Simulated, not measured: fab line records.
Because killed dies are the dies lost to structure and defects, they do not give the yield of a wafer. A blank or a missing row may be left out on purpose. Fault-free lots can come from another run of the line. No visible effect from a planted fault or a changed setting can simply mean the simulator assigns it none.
Chamber matching    flow sky130    hdpcvd-02 running SKY_CONTACT_HDPCVD_02: 3 sister chambers
The step deposits SiO2, target thk 565 nm, time 94.2 s. 15 wafers are shown with their chamber, then 7 later ones without.

WAFERS PAIRED WITH THEIR CHAMBERS
wafer   chamber  run length s (s)  sih4 flow sccm (sccm)
L950.1  2        122.6             59.78
L950.3  1        122.5             60.11
L950.6  2        122.9             60.01
L951.2  1        123.0             59.91
L951.3  2        122.9             59.92
L951.6  2        122.8             60.00
L956.1  2        123.7             59.88
L956.2  1        122.7             59.66
L956.3  0        122.3             60.03
L957.2  2        122.6             59.91
L957.4  1        122.6             60.22
L957.6  2        122.9             59.76
L960.3  0        122.7             59.58
L960.4  2        123.0             60.02
L960.5  0        122.6             59.80

SIGNATURES, as means of the wafers listed above
reading         chamber 0  chamber 1  chamber 2  scatter within a chamber
run length s    122.533    122.700    122.925    0.297
sih4 flow sccm  59.8033    59.9750    59.9100    0.172
Rule: a wafer's distance from a chamber is the root of the sum, over the readings, of the square of ((its reading less the chamber's mean) divided by the reading's scatter). If the next closest chamber is less than 2 further off than the closest, the wafer can't be placed; otherwise it belongs to the closest. The scatter: take each reading less its chamber's mean, square it, sum over the shown wafers, divide by the number of wafers less the number of chambers, and take the root.

WAFERS WHOSE CHAMBER IS MISSING
wafer   run length s (s)  sih4 flow sccm (sccm)
L963.4  122.7             60.03
L963.6  122.7             60.06
L964.1  122.8             60.08
L964.4  123.5             59.82
L973.2  123.2             59.69
L973.3  122.9             59.74
L973.4  122.4             60.15

WHICH CHAMBER EACH ONE RAN IN
wafer   from the rows above           in truth
L963.4  can't be placed: 1 or 2 or 0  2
L963.6  can't be placed: 1 or 2 or 0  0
L964.1  can't be placed: 1 or 2 or 0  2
L964.4  can't be placed: 2 or 1 or 0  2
L973.2  can't be placed: 2 or 0 or 1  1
L973.3  can't be placed: 2 or 0 or 1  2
L973.4  can't be placed: 1 or 0 or 2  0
Placed correctly: 0 of 7. Can't be placed from these rows: 7 (the true chamber is among the candidates in 7). Wrongly placed: 0.
